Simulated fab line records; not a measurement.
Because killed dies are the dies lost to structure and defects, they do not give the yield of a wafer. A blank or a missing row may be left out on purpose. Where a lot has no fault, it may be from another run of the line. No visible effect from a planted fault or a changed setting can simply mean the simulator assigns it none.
Struck lot and sound lot, side by side + flow sky130 + 32 out of 708 route steps
Sound: wafers L896.2, L896.3, L896.6. The struck wafers were L882.3, L882.5, L882.6. At the end, the cause is stated.
For every step that has rows: the tool of each side, followed by ch and its chambers, followed by its first start. Under that, the readings that differ: sound wafers + struck wafers + difference of the means + sigmas: that difference in standard deviations of wafers without a fault.
alike: words and numbers the same on both sides, and readings whose means are apart by under 2 such deviations; not compared: readings that were withheld, readings missing a value for some wafer, numbers with overlapping values and no deviation given by the record, and bounds like >300 which may hide the same value.
A row with sigmas, a row that says differs or no value, or rows on one side alone: a step with any of these is where the two part. When numbers do not overlap yet have no deviation, they are printed without sigmas and do not part them. A reading missing from all wafers of one side parts the sides only when that side holds two or more wafers.

SKY_PWDE_OVL_MEAS_07:
  struck on overlay-02, day 5 07:56; sound on overlay-02, day 8 15:17
| reading       | sound        | struck        | difference | sigmas |
|---------------|--------------|---------------|------------|--------|
| PWDE_OVL (nm) | 2.9 -0.4 3.2 | -1.7 -2.1 0.8 | -2.9       | -2     |
after that, 1 step had no rows for these wafers: SKY_PWDE_IMPLANT_08.
SKY_PWDE_STRIP_09: strips in O2/N2.
  sound on plasma_asher-02 ch 0,1, day 8 15:28; struck on plasma_asher-04 ch 0,1, day 5 08:08
  alike: drypump_motor_current_A, oes_product_au, strip_time_to_endpoint_s
  not compared: rf_hours_counter_h
SKY_PWDE_TW_MEAS_10:
  struck on film_metro-03, day 5 08:14; sound on film_metro-01, day 8 15:34
  alike: PWDE_TW
then, 7 steps without rows for these wafers: SKY_NWELL_DEHYDRATE_03 (time 60 s); SKY_NWELL_HMDS_04 (prime time 60 s); SKY_NWELL_COAT_05 (resist thk 3000 nm); SKY_NWELL_SOFTBAKE_06; SKY_NWELL_EXPOSE_07 (exposes mask NWM, target cd 840 nm); SKY_NWELL_PEB_08; SKY_NWELL_DEVELOP_09 (develop time 60 s).
SKY_NWELL_OVL_MEAS_10:
  struck on overlay-01, day 6 02:26; sound on overlay-01, day 9 12:55
  alike: NWELL_00_OVL
SKY_NWELL_IMPLANT_11:
  sound on implanter-03 ch 0, day 9 12:59; struck on implanter-03 ch 0, day 6 02:31
| reading                   | sound                | struck               | difference | sigmas      |
|---------------------------|----------------------|----------------------|------------|-------------|
| beam_energy_keV           | 400.01 399.96 399.93 | 315.49 315.35 315.07 | -84.66     | -99 or more |
| model.implant.rp_nm (nm)  | 489 489 489          | 397.1 397.1 397.1    | -91.9      |             |
| model.implant.drp_nm (nm) | 116.9 116.9 116.9    | 104.1 104.1 104.1    | -12.8      |             |
then, 2 steps without rows for these wafers: SKY_NWELL_IMPLANT_12; SKY_NWELL_IMPLANT_13.
SKY_NWELL_STRIP_14: strips in O2/N2.
  sound on plasma_asher-04 ch 0,1, day 9 13:24; struck on plasma_asher-04 ch 0,1, day 6 02:56
  alike: drypump_motor_current_A, oes_product_au, strip_time_to_endpoint_s
  not compared: rf_hours_counter_h
SKY_NWELL_TW_MEAS_15:
  struck on film_metro-03, day 6 03:02; sound on film_metro-03, day 9 13:31
| reading  | sound          | struck         | difference | sigmas |
|----------|----------------|----------------|------------|--------|
| NWELL_TW | 1820 1808 1808 | 1752 1761 1758 | -55        | -3     |
then, 7 steps without rows for these wafers: SKY_NWELL_DEHYDRATE_16 (time 60 s); SKY_NWELL_HMDS_17 (prime time 60 s); SKY_NWELL_COAT_18 (resist thk 3000 nm); SKY_NWELL_SOFTBAKE_19; SKY_NWELL_EXPOSE_20 (exposes mask NWM COMPLEMENT, target cd 840 nm); SKY_NWELL_PEB_21; SKY_NWELL_DEVELOP_22 (develop time 60 s).
SKY_NWELL_OVL_MEAS_23:
  struck on overlay-01, day 6 21:26; sound on overlay-01, day 10 11:38
  alike: NWELL_01_OVL
after that, 1 step had no rows for these wafers: SKY_NWELL_IMPLANT_24.
SKY_NWELL_STRIP_25: strips in O2/N2.
  sound on plasma_asher-04 ch 0,1, day 10 11:49; struck on plasma_asher-01 ch 0,1, day 6 21:38
  alike: drypump_motor_current_A, oes_product_au, strip_time_to_endpoint_s
  not compared: rf_hours_counter_h
SKY_NWELL_TW_MEAS_26:
  struck on film_metro-01, day 6 21:44; sound on film_metro-01, day 10 11:55
  alike: NWELL_2_TW
then, 1 step without rows for these wafers: SKY_NWELL_CLEAN_27 (cleans in SC1/SC2, time 150 s).
SKY_NWELL_RTA_28: time 30 s.
  sound on rtp_anneal-01 ch 0, day 10 12:02; struck on rtp_anneal-02 ch 0, day 6 21:53
  alike: lamp_power_pct, wafer_temp_C_max
SKY_NWELL_RS_MEAS_29: uses a four-point probe to measure.
  struck on film_metro-02, day 6 22:04; sound on film_metro-03, day 10 12:08
| reading           | sound             | struck            | difference | sigmas |
|-------------------|-------------------|-------------------|------------|--------|
| NWELL_RS (ohm/sq) | 626.4 628.0 625.7 | 664.9 664.1 664.8 | +37.9      | +20    |
-- the record jumps here: 41 days lie between the struck wafers' starts before and after (it left off in module NWELL and takes up again in module PAD_OPEN, whose first step shown is number 708 of the route) --
SKY_PAD_OPEN_PROBE_99:
  struck on prober-01, day 47 14:15; sound on prober-01, day 50 09:21
| reading                                 | sound                         | struck                        | difference | sigmas |
|-----------------------------------------|-------------------------------|-------------------------------|------------|--------|
| model.etest.pfet_16v.r_on_ohm_um        | 1.478e+04 1.479e+04 1.512e+04 | 1.593e+04 1.587e+04 1.668e+04 | +1.263e+03 |        |
| model.etest.res_nwell.line_ohm_um       | 1181 1191 1209                | 2105 2197 2434                | +1052      |        |
| model.etest.res_nwell.rs_ohm_sq         | 978.8 979.4 995.3             | 1680 1698 1908                | +778       |        |
| model.etest.nfet_16v.r_on_ohm_um        | 1.384e+04 1.387e+04 1.406e+04 | 1.46e+04 1.465e+04 1.507e+04  | +8.50e+02  |        |
| model.etest.pfet_g5v0d10v5.r_on_ohm_um  | 4702 4708 4788                | 5018 4947 5007                | +258       |        |
| model.etest.tip_p_5v.rs_ohm_sq          | 2821 2817 2821                | 3123 3110 3108                | +294       |        |
| model.etest.tip_p.rs_ohm_sq             | 6879 6893 6852                | 7069 7133 7085                | +221       |        |
| model.etest.res_iso_pwell.width_nm (nm) | 2671 2667 2651                | 2705 2711 2712                | +46        |        |
  alike: killed_at_M0_to_M3, killed_at_M4_up, killed_at_contacts, killed_at_front_end, killed_at_other, killed_dies, killed_on_rim, killed_open, killed_short

## WHERE THEY PART
Last at SKY_NWELL_RS_MEAS_29 as far as this record goes, first at SKY_PWDE_OVL_MEAS_07. Later steps at which nothing parts them and some readings are alike: SKY_PAD_OPEN_PROBE_99.

WHY: what the simulator had put in
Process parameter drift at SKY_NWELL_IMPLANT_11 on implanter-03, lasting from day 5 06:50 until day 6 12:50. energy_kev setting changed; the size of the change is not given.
